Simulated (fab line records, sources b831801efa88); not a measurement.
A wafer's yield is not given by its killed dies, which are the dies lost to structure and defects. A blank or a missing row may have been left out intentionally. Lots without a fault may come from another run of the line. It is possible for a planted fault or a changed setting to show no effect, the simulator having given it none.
Shared-tool check	flow gf180mcu	12 lots and 36 wafers in the sample

REASON FOR OPENING
Of 12 lots, 2 have the reading HV_LDD_2_TW flagged at GF_HV_LDD_TW_MEAS_23. Fault-free wafers read 1053, with a standard deviation of 4.2.
Rule: a lot is flagged in two cases, either no wafer of it has a number, or all its wafers with numbers fall more than 4 standard deviations from that mean. The rest of the lots are taken to be sound.

lot	measured	on	HV_LDD_2_TW, wafer by wafer	flag
L793	day 10 20:32	film-metro-01	1051 1048 1054	
L797	day 12 03:02	film-metro-01	1054 1051 1043	
L796	day 12 03:16	film-metro-04	1053 1054 1051	
L798	day 12 11:41	film-metro-01	1050 1049 1051	
L800	day 13 05:32	film-metro-03	1052 1054 1060	
L802	day 13 16:35	film-metro-01	1059 1059 1049	
L806	day 14 21:41	film-metro-04	1058 1051 1058	
L809	day 15 14:35	film-metro-04	30 30 30	FLAGGED
L811	day 16 08:47	film-metro-04	30 30 30	FLAGGED
L814	day 17 05:15	film-metro-03	1051 1047 1050	
L815	day 17 14:50	film-metro-01	1055 1050 1052	
L816	day 18 01:52	film-metro-03	1051 1058 1046	
Flagged lots average 30: -1023 relative to the usual, that is -99 or more standard deviations.

LOT BY LOT: THE TOOL USED
The record keeps 1 process step preceding the reading, out of 602 steps on the route. Read each cell as the tool, then ch plus the chambers that the sampled wafers visited, then the start.
lot	flag	GF_HV_LDD_DEVELOP_18
L793		litho-track-01 ch 0, day 10 20:00
L797		litho-track-03 ch 0, day 12 02:28
L796		litho-track-02 ch 0, day 12 02:43
L798		litho-track-01 ch 0, day 12 11:09
L800		litho-track-01 ch 0, day 13 04:58
L802		litho-track-03 ch 0, day 13 16:01
L806		litho-track-01 ch 0, day 14 21:07
L809	FLAGGED	litho-track-01 ch 0, day 15 14:01
L811	FLAGGED	litho-track-01 ch 0, day 16 08:16
L814		litho-track-03 ch 0, day 17 04:43
L815		litho-track-03 ch 0, day 17 14:16
L816		litho-track-02 ch 0, day 18 01:19
What these steps do:
- GF_HV_LDD_DEVELOP_18: develop time 60 s.
- GF_HV_LDD_TW_MEAS_23

FLAGGED AGAINST TOTAL, ONE TOOL AT A TIME (gauges that did the reading follow at the end)
step	tool	lots run	flagged	share of the flagged lots	sound lots run after its first flagged lot
GF_HV_LDD_DEVELOP_18	litho-track-01	6	2	all	0
GF_HV_LDD_DEVELOP_18	litho-track-02	2	0	none	-
GF_HV_LDD_DEVELOP_18	litho-track-03	4	0	none	-
GF_HV_LDD_TW_MEAS_23	film-metro-01	5	0	none	-
GF_HV_LDD_TW_MEAS_23	film-metro-03	3	0	none	-
GF_HV_LDD_TW_MEAS_23	film-metro-04	4	2	all	0

THE TABLE: WHAT IT ALLOWS
litho-track-01 at GF_HV_LDD_DEVELOP_18 and film-metro-04 at GF_HV_LDD_TW_MEAS_23 are the 2 rows of the table that ran each flagged lot.
- litho-track-01 at GF_HV_LDD_DEVELOP_18 ran 6 lots, 2 of them flagged. Its last sound lot is L806 (day 14 21:07), its first flagged lot L809 (day 15 14:01): a fault that began between those two fits.
- film-metro-04 at GF_HV_LDD_TW_MEAS_23 ran 4 lots, 2 of them flagged. Its last sound lot is L806 (day 14 21:41), its first flagged lot L809 (day 15 14:35): a fault that began between those two fits.
Because each of these 2 tools fits a fault that began at some hour, counting lots does not separate them. More lots, or a look at what each step does to the wafer, might.

WHAT WAS PUT IN BY THE SIMULATOR
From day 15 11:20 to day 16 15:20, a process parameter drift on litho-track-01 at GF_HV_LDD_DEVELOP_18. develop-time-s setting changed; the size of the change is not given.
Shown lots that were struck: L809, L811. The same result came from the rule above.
